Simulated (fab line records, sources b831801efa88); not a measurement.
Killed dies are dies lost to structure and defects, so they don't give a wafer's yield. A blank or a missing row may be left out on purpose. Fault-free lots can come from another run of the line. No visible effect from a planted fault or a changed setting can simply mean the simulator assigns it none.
What tool caused it? + flow sfqLine + 14 lots with 42 wafers sampled at 2 steps, on a route of 325 steps

== WHAT THE GAUGES SHOWED, per wafer ==
Not one reading of a measure or inspect step in the record can be checked against a usual standard deviation.

== TOOL THAT RAN EACH LOT (tool first, then ch and the chambers of the sampled wafers, then the start) ==
| lot  | SFQ_TRILAYER_M7_LITHO_COAT_182   | SFQ_TRILAYER_M7_BARC_OPEN_METAL_ETCH_229 |
|------|----------------------------------|------------------------------------------|
| L729 | lithoTrack-01 ch 0, day 72 14:16 | rieMetal-03 ch 0,1, day 77 10:00         |
| L730 | lithoTrack-01 ch 0, day 72 17:20 | rieMetal-03 ch 0,1, day 77 13:37         |
| L731 | lithoTrack-02 ch 0, day 72 21:53 | rieMetal-02 ch 0,1, day 77 17:12         |
| L733 | lithoTrack-04 ch 0, day 73 02:20 | rieMetal-03 ch 0,1, day 78 00:25         |
| L735 | lithoTrack-04 ch 0, day 73 09:23 | rieMetal-03 ch 0,1, day 78 07:36         |
| L736 | lithoTrack-04 ch 0, day 73 13:32 | rieMetal-02 ch 0,1, day 78 11:12         |
| L738 | lithoTrack-02 ch 0, day 79 13:43 | rieMetal-03 ch 0,1, day 79 16:01         |
| L746 | lithoTrack-01 ch 0, day 86 00:07 | rieMetal-01 ch 0,1, day 86 04:01         |
| L747 | lithoTrack-02 ch 0, day 86 01:29 | rieMetal-01 ch 0,1, day 86 05:26         |
| L748 | lithoTrack-02 ch 0, day 86 03:56 | rieMetal-02 ch 0,1, day 86 06:38         |
| L749 | lithoTrack-04 ch 0, day 86 04:55 | rieMetal-02 ch 0,1, day 86 07:50         |
| L750 | lithoTrack-01 ch 0, day 86 07:38 | rieMetal-01 ch 0,1, day 86 09:56         |
| L751 | lithoTrack-04 ch 0, day 86 10:02 | rieMetal-02 ch 0,1, day 87 18:56         |
| L752 | lithoTrack-04 ch 0, day 86 12:22 | rieMetal-01 ch 1, day 87 20:08           |
- SFQ_TRILAYER_M7_LITHO_COAT_182: resist thk 62 nm.
- SFQ_TRILAYER_M7_BARC_OPEN_METAL_ETCH_229: etches BARC in O2, target depth 125 nm, time 41.7 s.

== AS READ BY THE TOOLS THEMSELVES (means over the sampled wafers that have a number; for cases with no such wafer, the mark the record gives instead) ==
SFQ_TRILAYER_M7_BARC_OPEN_METAL_ETCH_229.
| lot  | tool        | drypumpMotorCurrentA (A) | oesProductAu (a.u.) |
|------|-------------|--------------------------|---------------------|
| L729 | rieMetal-03 | 5.8                      | 0.687               |
| L730 | rieMetal-03 | 5.8                      | 0.687               |
| L731 | rieMetal-02 | 5.0                      | 0.681               |
| L733 | rieMetal-03 | 5.8                      | 0.688               |
| L735 | rieMetal-03 | 5.8                      | 0.682               |
| L736 | rieMetal-02 | 4.8                      | 0.687               |
| L738 | rieMetal-03 | 5.8                      | 0.683               |
| L746 | rieMetal-01 | 6.3                      | 0.681               |
| L747 | rieMetal-01 | 6.3                      | 0.742               |
| L748 | rieMetal-02 | 4.8                      | 0.750               |
| L749 | rieMetal-02 | 4.8                      | 0.685               |
| L750 | rieMetal-01 | 6.4                      | 0.688               |
| L751 | rieMetal-02 | 4.8                      | 0.681               |
| L752 | rieMetal-01 | 6.2                      | 0.686               |

== THE ANSWER, worked out from the rows above alone ==
Rule: what is usual is taken from the lots themselves. The widest of any qualifying gaps counts: lots, ordered by their means at a reading, are off when they make up no more than a third of the lots, leave a main group of 4 or more, and stand apart from it by 3 or more times the standard deviation of that group's means. The tables above print the reading to a certain number of digits; a main group whose means all agree to those digits is not used. Also off: a lot with no number at a reading for which 4 or more lots have one. Any other lot the step has rows for is counted as sound. The gauges are gone through in route order, then the tools' own readings, and for those a lot's mean is taken as printed above. At the first step where some lot is off, the reading lying furthest off is the one used; lots without a number count as furthest.
Off: L747, L748 (SFQ_TRILAYER_M7_BARC_OPEN_METAL_ETCH_229, oesProductAu). The main group has a mean of 0.685 a.u. with a standard deviation of 0.0027.
If a tool, at that step or one of the process steps before it, ran each lot that is off and ran no sound lot following the first of them, it fits. One fits: lithoTrack-02 at SFQ_TRILAYER_M7_LITHO_COAT_182. A fault onset in the window from L738 (day 79 13:43, its last sound lot) to L747 (day 86 01:29, its first lot off) fits.

== WHAT HAD BEEN PUT IN BY THE SIMULATOR ==
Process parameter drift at SFQ_TRILAYER_M7_LITHO_COAT_182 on lithoTrack-02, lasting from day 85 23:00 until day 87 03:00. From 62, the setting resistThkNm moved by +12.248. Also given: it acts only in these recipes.
Shown lots that were struck: L747, L748. The rule above found the same.
